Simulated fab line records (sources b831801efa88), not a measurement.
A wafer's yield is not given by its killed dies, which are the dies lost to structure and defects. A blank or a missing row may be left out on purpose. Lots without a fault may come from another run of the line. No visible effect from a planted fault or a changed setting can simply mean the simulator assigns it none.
Matching of chambers | flow gf180mcu | 4 sister chambers for GF_STI_ETCH_13 on rie diel-03
The step etches the open film in CHF3/O2, stops on Si, target depth 282.31 nm, time 112.9 s. 8 wafers are shown with their chamber, then 7 later ones without.

== WAFERS, EACH WITH ITS CHAMBER ==
wafer  | chamber | drypump motor current A (A) | oes product au (a.u.)
L672.3 | 3       | 5.7                         | 0.831
L675.4 | 3       | 5.6                         | 0.832
L675.6 | 0       | 5.8                         | 0.831
L678.3 | 1       | 5.0                         | 0.838
L678.4 | 0       | 5.7                         | 0.836
L678.5 | 1       | 5.1                         | 0.837
L680.3 | 2       | 4.9                         | 0.836
L680.5 | 2       | 4.8                         | 0.841

== WAFERS WITH NO CHAMBER GIVEN ==
wafer  | drypump motor current A (A) | oes product au (a.u.)
L680.6 | 5.0                         | 0.840
L682.2 | 5.1                         | 0.838
L682.3 | 5.7                         | 0.831
L682.4 | 4.9                         | 0.828
L689.1 | 5.8                         | 0.826
L689.3 | 4.9                         | 0.824
L689.5 | 4.9                         | 0.826

== EACH ONE'S CHAMBER ==
wafer  | from the rows above     | in truth
L680.6 | can't be placed: 1 or 2 | 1
L682.2 | 1                       | 1
L682.3 | can't be placed: 3 or 0 | 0
L682.4 | can't be placed: 2 or 1 | 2
L689.1 | can't be placed: 0 or 3 | 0
L689.3 | can't be placed: 1 or 2 | 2
L689.5 | can't be placed: 2 or 1 | 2
Correctly placed: 1 of 7. These rows do not allow placing 6 (true chamber among the candidates in 6). Placed wrongly: 0.
How it was worked out, from the rows above alone: a wafer's distance from a chamber is the root of the sum, over the readings, of the square of ((its reading less the chamber's mean) divided by the reading's scatter). The wafer belongs to the nearest chamber; if the next one is less than 2 further off, it can't be placed. Each chamber's mean is taken over the wafers shown for it. The scatter is the square root of a quotient: the sum, over the shown wafers, of each reading's squared deviation from its chamber's mean, divided by wafers minus chambers.
